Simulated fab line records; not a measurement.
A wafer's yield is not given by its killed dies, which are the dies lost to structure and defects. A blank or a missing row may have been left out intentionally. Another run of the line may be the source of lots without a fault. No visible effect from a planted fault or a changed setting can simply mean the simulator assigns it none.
Which of the tools did it? :: flow gf180mcu :: 39 wafers from 13 lots sampled at 4 of the route's 602 steps

== WHAT EACH GAUGE READ, for each wafer ==
GF_STI_THK_MEAS_04.
lot: L117
measured: day 1 14:54
on: film_metro-03
STI_CVD_03_THK (nm): 216.5 218.0 218.2

lot: L118
measured: day 1 18:34
on: film_metro-01
STI_CVD_03_THK (nm): 214.9 218.2 216.9

lot: L119
measured: day 1 23:34
on: film_metro-01
STI_CVD_03_THK (nm): 215.6 215.6 215.2

lot: L120
measured: day 2 05:45
on: film_metro-03
STI_CVD_03_THK (nm): 216.5 218.0 217.3

lot: L121
measured: day 2 10:00
on: film_metro-01
STI_CVD_03_THK (nm): 219.1 218.2 219.6

lot: L122
measured: day 2 14:52
on: film_metro-01
STI_CVD_03_THK (nm): 218.5 218.0 218.2

lot: L123
measured: day 2 20:00
on: film_metro-03
STI_CVD_03_THK (nm): 218.8 218.3 216.0

lot: L124
measured: day 3 00:35
on: film_metro-03
STI_CVD_03_THK (nm): 215.1 215.8 215.9

lot: L129
measured: day 4 01:34
on: film_metro-02
STI_CVD_03_THK (nm): 216.7 215.2 215.1

lot: L131
measured: day 4 11:35
on: film_metro-02
STI_CVD_03_THK (nm): 216.9 217.6 218.1

lot: L132
measured: day 4 18:05
on: film_metro-03
STI_CVD_03_THK (nm): 215.9 216.2 216.7

lot: L137
measured: day 5 17:34
on: film_metro-03
STI_CVD_03_THK (nm): 217.5 215.9 216.5

lot: L140
measured: day 6 08:35
on: film_metro-03
STI_CVD_03_THK (nm): 216.5 215.8 216.0

GF_VT_IMPLANT_OVL_MEAS_07.
lot: L117
measured: day 5 15:20
on: overlay-02
VT_IMPLANT_OVL (nm): -2.0 -1.1 -1.8

lot: L118
measured: day 5 18:31
on: overlay-02
VT_IMPLANT_OVL (nm): -1.1 -0.5 -3.1

lot: L119
measured: day 6 00:46
on: overlay-01
VT_IMPLANT_OVL (nm): 1.6 0.8 2.6

lot: L120
measured: day 6 08:35
on: overlay-01
VT_IMPLANT_OVL (nm): -1.7 -0.6 -0.8

lot: L121
measured: day 6 13:17
on: overlay-02
VT_IMPLANT_OVL (nm): 1.6 0.7 0.3

lot: L122
measured: day 6 21:53
on: overlay-02
VT_IMPLANT_OVL (nm): 0.0 -0.1 0.0

lot: L123
measured: day 7 03:10
on: overlay-02
VT_IMPLANT_OVL (nm): -2.7 -2.3 -1.4

lot: L124
measured: day 7 07:47
on: overlay-01
VT_IMPLANT_OVL (nm): 0.1 -0.7 -0.8

lot: L129
measured: day 8 16:53
on: overlay-02
VT_IMPLANT_OVL (nm): -0.3 1.5 1.2

lot: L131
measured: day 9 04:46
on: overlay-01
VT_IMPLANT_OVL (nm): 2.5 1.9 1.4

lot: L132
measured: day 9 13:55
on: overlay-01
VT_IMPLANT_OVL (nm): 0.0 0.3 1.6

lot: L137
measured: day 10 16:34
on: overlay-01
VT_IMPLANT_OVL (nm): 1.5 0.0 0.7

lot: L140
measured: day 11 14:26
on: overlay-01
VT_IMPLANT_OVL (nm): 1.3 1.3 2.3

GF_HV_LDD_CD_MEAS_19: the cd target is 400 nm.
lot: L117
measured: day 10 20:29
on: cd_sem-02
cd_nm (nm): 401.4 401.8 400.7

lot: L118
measured: day 11 01:31
on: cd_sem-02
cd_nm (nm): 402.4 401.3 399.2

lot: L119
measured: day 11 06:56
on: cd_sem-02
cd_nm (nm): 393.5 394.1 395.8

lot: L120
measured: day 11 17:10
on: cd_sem-01
cd_nm (nm): 398.8 398.6 399.7

lot: L121
measured: day 11 21:00
on: cd_sem-01
cd_nm (nm): 397.1 396.6 395.3

lot: L122
measured: day 12 08:19
on: cd_sem-02
cd_nm (nm): 398.2 400.9 402.7

lot: L123
measured: day 12 14:28
on: cd_sem-01
cd_nm (nm): 399.1 397.4 398.9

lot: L124
measured: day 12 20:12
on: cd_sem-01
cd_nm (nm): 399.8 401.2 402.0

lot: L129
measured: day 14 13:41
on: cd_sem-01
cd_nm (nm): 406.0 404.5 406.5

lot: L131
measured: day 15 02:58
on: cd_sem-02
cd_nm (nm): 399.3 401.6 399.6

lot: L132
measured: day 15 15:13
on: cd_sem-02
cd_nm (nm): 401.7 399.9 401.3

lot: L137
measured: day 17 00:13
on: cd_sem-02
cd_nm (nm): 402.4 401.2 401.0

lot: L140
measured: day 18 03:56
on: cd_sem-02
cd_nm (nm): 402.1 404.8 402.7

== WHAT TOOL EACH LOT RAN ON (gives the tool, then ch and the chambers of the sampled wafers, and finally the start) ==
lot: L117
GF_DNWELL_DEVELOP_06: litho_track-04 ch 0, day 2 19:00

lot: L118
GF_DNWELL_DEVELOP_06: litho_track-04 ch 0, day 2 23:00

lot: L119
GF_DNWELL_DEVELOP_06: litho_track-03 ch 0, day 3 03:00

lot: L120
GF_DNWELL_DEVELOP_06: litho_track-04 ch 0, day 3 10:00

lot: L121
GF_DNWELL_DEVELOP_06: litho_track-01 ch 0, day 3 14:00

lot: L122
GF_DNWELL_DEVELOP_06: litho_track-04 ch 0, day 3 21:00

lot: L123
GF_DNWELL_DEVELOP_06: litho_track-04 ch 0, day 4 01:00

lot: L124
GF_DNWELL_DEVELOP_06: litho_track-03 ch 0, day 4 06:00

lot: L129
GF_DNWELL_DEVELOP_06: litho_track-03 ch 0, day 5 09:00

lot: L131
GF_DNWELL_DEVELOP_06: litho_track-03 ch 0, day 5 18:00

lot: L132
GF_DNWELL_DEVELOP_06: litho_track-03 ch 0, day 6 03:00

lot: L137
GF_DNWELL_DEVELOP_06: litho_track-04 ch 0, day 7 03:00

lot: L140
GF_DNWELL_DEVELOP_06: litho_track-01 ch 0, day 7 21:00
- GF_DNWELL_DEVELOP_06: develop time 60 s.

== WHAT THE TOOLS THEMSELVES READ (means of the sampled wafers that have a number; where no wafer has one, the mark that the record gives instead) ==
GF_DNWELL_DEVELOP_06.
lot: L117
tool: litho_track-04
developer_temp_C (C): 22.96
resist_line_temp_C (C): 23.08

lot: L118
tool: litho_track-04
developer_temp_C (C): 22.96
resist_line_temp_C (C): 23.02

lot: L119
tool: litho_track-03
developer_temp_C (C): 23.03
resist_line_temp_C (C): 23.17

lot: L120
tool: litho_track-04
developer_temp_C (C): 23.03
resist_line_temp_C (C): 23.14

lot: L121
tool: litho_track-01
developer_temp_C (C): 23.01
resist_line_temp_C (C): 22.99

lot: L122
tool: litho_track-04
developer_temp_C (C): 23.14
resist_line_temp_C (C): 23.07

lot: L123
tool: litho_track-04
developer_temp_C (C): 22.99
resist_line_temp_C (C): 23.05

lot: L124
tool: litho_track-03
developer_temp_C (C): 22.94
resist_line_temp_C (C): 22.96

lot: L129
tool: litho_track-03
developer_temp_C (C): 22.25
resist_line_temp_C (C): 22.98

lot: L131
tool: litho_track-03
developer_temp_C (C): 22.20
resist_line_temp_C (C): 23.00

lot: L132
tool: litho_track-03
developer_temp_C (C): 21.97
resist_line_temp_C (C): 23.06

lot: L137
tool: litho_track-04
developer_temp_C (C): 22.96
resist_line_temp_C (C): 23.01

lot: L140
tool: litho_track-01
developer_temp_C (C): 23.00
resist_line_temp_C (C): 23.15

== THE ANSWER, worked out from the rows above alone ==
Rule: what is usual is taken from the lots themselves. The widest of any qualifying gaps counts: lots, ordered by their means at a reading, are off when they make up no more than a third of the lots, leave a main group of 4 or more, and stand apart from it by 3 or more times the standard deviation of that group's means. A main group is skipped when, at the precision printed for the reading in the tables above, its means are all equal. A lot without any number at a reading at which 4 lots or more have one is off too. Where the step has rows for the other lots, those lots are counted as sound. Order of review: gauges by route order, followed by the tools' own readings, for which a lot's mean as printed above is used. The first step at which some lot is off is used, and at that step the reading that is off furthest; a lot without a number counts as furthest.
Off at GF_DNWELL_DEVELOP_06 (developer_temp_C): L129, L131, L132. Main group: mean 23.00 C, sd 0.055.
If a tool, at that step or one of the process steps before it, ran each lot that is off and ran no sound lot following the first of them, it fits. One fits: litho_track-03 at GF_DNWELL_DEVELOP_06. A fault onset in the window from L124 (day 4 06:00, its last sound lot) to L129 (day 5 09:00, its first lot off) fits.
On the lots that are off, the tool's own readings at GF_DNWELL_DEVELOP_06 differ by more than 5 times the standard deviation of the sound lots' means, which bears it out; developer_temp_C reads 22.14 C there versus 23.00 C on the sound lots.

== WHAT THE SIMULATOR HAD PUT IN ==
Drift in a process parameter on litho_track-03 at GF_DNWELL_DEVELOP_06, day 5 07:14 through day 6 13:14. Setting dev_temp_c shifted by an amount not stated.
Struck lots among those shown: L129, L131, L132. This agrees with what the rule above found.
